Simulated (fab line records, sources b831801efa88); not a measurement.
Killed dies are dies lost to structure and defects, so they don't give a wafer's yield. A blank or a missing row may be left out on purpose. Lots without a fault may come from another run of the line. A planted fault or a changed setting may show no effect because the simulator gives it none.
Which tool did it? | flow gf180mcu | 14 lots, 42 wafers sampled, at 5 steps of a route of 602

WHAT THE GAUGES READ, wafer by wafer
GF_VT_IMPLANT_TW_MEAS_32.
lot  | measured     | on            | VT_IMPLANT_3_TW
L706 | day 6 23:05  | film_metro-03 | 269.4 268.9 269.4
L707 | day 7 04:23  | film_metro-04 | 271.7 270.8 272.3
L708 | day 7 09:14  | film_metro-02 | 265.8 266.3 265.8
L709 | day 7 19:09  | film_metro-03 | 266.4 266.3 267.7
L712 | day 8 12:11  | film_metro-03 | 268.4 268.6 266.6
L714 | day 9 00:44  | film_metro-04 | 268.8 269.5 269.2
L716 | day 9 15:03  | film_metro-02 | 264.9 263.9 263.8
L718 | day 10 03:12 | film_metro-04 | 271.7 270.6 270.1
L719 | day 10 10:57 | film_metro-03 | 268.6 270.0 268.9
L721 | day 10 23:05 | film_metro-04 | 270.1 271.0 271.7
L723 | day 11 11:44 | film_metro-03 | 267.7 268.0 266.5
L726 | day 12 07:45 | film_metro-03 | 265.3 267.2 267.3
L727 | day 12 15:02 | film_metro-04 | 269.7 269.7 267.5
L728 | day 12 22:24 | film_metro-04 | 268.8 270.2 269.8

GF_DUAL_GATE_OVL_MEAS_11.
lot  | measured     | on         | DUAL_GATE_OVL (nm)
L706 | day 8 09:39  | overlay-01 | -1.2 -1.5 -2.7
L707 | day 8 16:27  | overlay-01 | 0.0 -1.1 -3.1
L708 | day 8 21:33  | overlay-01 | -0.9 -0.8 -0.3
L709 | day 9 08:36  | overlay-01 | -0.1 -2.1 -1.9
L712 | day 10 01:15 | overlay-01 | -0.9 -2.2 0.9
L714 | day 10 15:06 | overlay-02 | -0.9 -0.4 -2.8
L716 | day 11 06:12 | overlay-02 | 0.4 -0.2 0.7
L718 | day 11 18:10 | overlay-01 | -0.3 1.3 -0.5
L719 | day 12 02:10 | overlay-02 | -1.2 -2.9 -2.4
L721 | day 12 15:36 | overlay-02 | -2.5 0.9 -0.4
L723 | day 13 05:24 | overlay-02 | -2.0 -1.5 -1.2
L726 | day 14 02:09 | overlay-02 | -5.0 -4.8 -4.5
L727 | day 14 12:21 | overlay-02 | 71.2 72.9 72.0
L728 | day 14 19:41 | overlay-02 | 68.5 70.6 70.0

GF_POLY_GATE_CD_MEAS_10: target cd 280 nm.
lot  | measured     | on        | cd_nm (nm)
L706 | day 9 05:57  | cd_sem-02 | 281.2 280.6 281.4
L707 | day 9 13:31  | cd_sem-01 | 280.2 279.9 280.0
L708 | day 9 17:24  | cd_sem-02 | 280.0 280.8 280.4
L709 | day 10 06:07 | cd_sem-02 | 278.7 279.9 280.5
L712 | day 10 23:55 | cd_sem-02 | 279.8 279.8 280.4
L714 | day 11 13:57 | cd_sem-02 | 279.6 279.5 280.9
L716 | day 12 05:12 | cd_sem-01 | 280.8 279.4 281.3
L718 | day 12 17:04 | cd_sem-01 | 281.0 280.1 280.2
L719 | day 13 01:04 | cd_sem-01 | 281.2 280.9 281.8
L721 | day 13 14:34 | cd_sem-01 | 280.9 279.1 279.0
L723 | day 14 05:15 | cd_sem-01 | 281.1 281.2 280.5
L726 | day 15 02:28 | cd_sem-02 | 282.3 283.3 283.4
L727 | day 15 13:10 | cd_sem-01 | 280.6 280.3 280.8
L728 | day 15 20:28 | cd_sem-02 | 280.8 279.5 280.3

GF_HV_LDD_CD_MEAS_19: target cd 400 nm.
lot  | measured     | on        | cd_nm (nm)
L706 | day 10 20:00 | cd_sem-02 | 397.3 396.4 397.0
L707 | day 11 03:54 | cd_sem-01 | 400.4 402.2 401.5
L708 | day 11 06:57 | cd_sem-02 | 399.3 400.9 399.2
L709 | day 11 21:07 | cd_sem-02 | 405.7 407.1 406.8
L712 | day 12 17:42 | cd_sem-01 | 396.4 395.4 395.8
L714 | day 13 07:06 | cd_sem-01 | 396.0 399.9 397.6
L716 | day 13 22:48 | cd_sem-01 | 400.6 403.0 402.9
L718 | day 14 14:14 | cd_sem-02 | 398.3 398.4 399.7
L719 | day 14 20:22 | cd_sem-02 | 399.6 398.1 399.2
L721 | day 15 10:27 | cd_sem-01 | 403.9 402.2 402.9
L723 | day 16 02:24 | cd_sem-02 | 396.7 397.6 396.1
L726 | day 17 01:04 | cd_sem-02 | 397.7 397.8 397.3
L727 | day 17 14:49 | cd_sem-01 | 398.3 398.9 399.6
L728 | day 17 19:51 | cd_sem-02 | 399.0 401.5 400.1

WHICH TOOL RAN EACH LOT (tool, then ch and the chambers of the sampled wafers, then the start)
lot  | GF_DUAL_GATE_EXPOSE_08
L706 | iline_stepper-02 ch 0, day 8 01:26
L707 | iline_stepper-01 ch 0, day 8 08:01
L708 | iline_stepper-02 ch 0, day 8 13:04
L709 | iline_stepper-01 ch 0, day 9 00:39
L712 | iline_stepper-02 ch 0, day 9 16:34
L714 | iline_stepper-01 ch 0, day 10 05:53
L716 | iline_stepper-02 ch 0, day 10 21:23
L718 | iline_stepper-02 ch 0, day 11 09:26
L719 | iline_stepper-01 ch 0, day 11 17:38
L721 | iline_stepper-01 ch 0, day 12 06:09
L723 | iline_stepper-01 ch 0, day 12 19:16
L726 | iline_stepper-02 ch 0, day 13 16:02
L727 | iline_stepper-01 ch 0, day 14 02:02
L728 | iline_stepper-01 ch 0, day 14 08:59
- GF_DUAL_GATE_EXPOSE_08: exposes mask Dualgate, target cd 700 nm.

WHAT THE TOOLS THEMSELVES READ (means of the sampled wafers that have a number; where no wafer has one, the mark that the record gives instead)
The record holds no such reading with a usual standard deviation.

THE ANSWER, worked out from the rows above alone
Rule: what is usual is taken from the lots themselves. Put in order of their means at a reading, lots are off if they are a third of the lots or fewer, leave a main group of 4 or more, and stand apart from it by a gap of 3 or more times the standard deviation of the main group's means; of several such gaps the widest counts. A main group whose means are all the same, to the digits that the tables above print for the reading, isn't used. A lot without any number at a reading at which 4 lots or more have one is off too. The other lots that the step has rows for count as sound. The gauges are gone through in route order, then the tools' own readings, and for those a lot's mean is taken as printed above. The first step at which some lot is off is used, and at that step the reading that is off furthest; a lot without a number counts as furthest.
Off: L727, L728, at GF_DUAL_GATE_OVL_MEAS_11 (DUAL_GATE_OVL). The main group: mean -1.3 nm, standard deviation 1.3.
A tool fits if, at a process step before that reading, it ran every lot that is off, and no sound lot after the first of them. The gauges at GF_DUAL_GATE_OVL_MEAS_11 are tried like those tools. Can't be told from this: 2 tools fit, iline_stepper-01 at GF_DUAL_GATE_EXPOSE_08, overlay-02 at GF_DUAL_GATE_OVL_MEAS_11.

WHAT THE SIMULATOR HAD PUT IN
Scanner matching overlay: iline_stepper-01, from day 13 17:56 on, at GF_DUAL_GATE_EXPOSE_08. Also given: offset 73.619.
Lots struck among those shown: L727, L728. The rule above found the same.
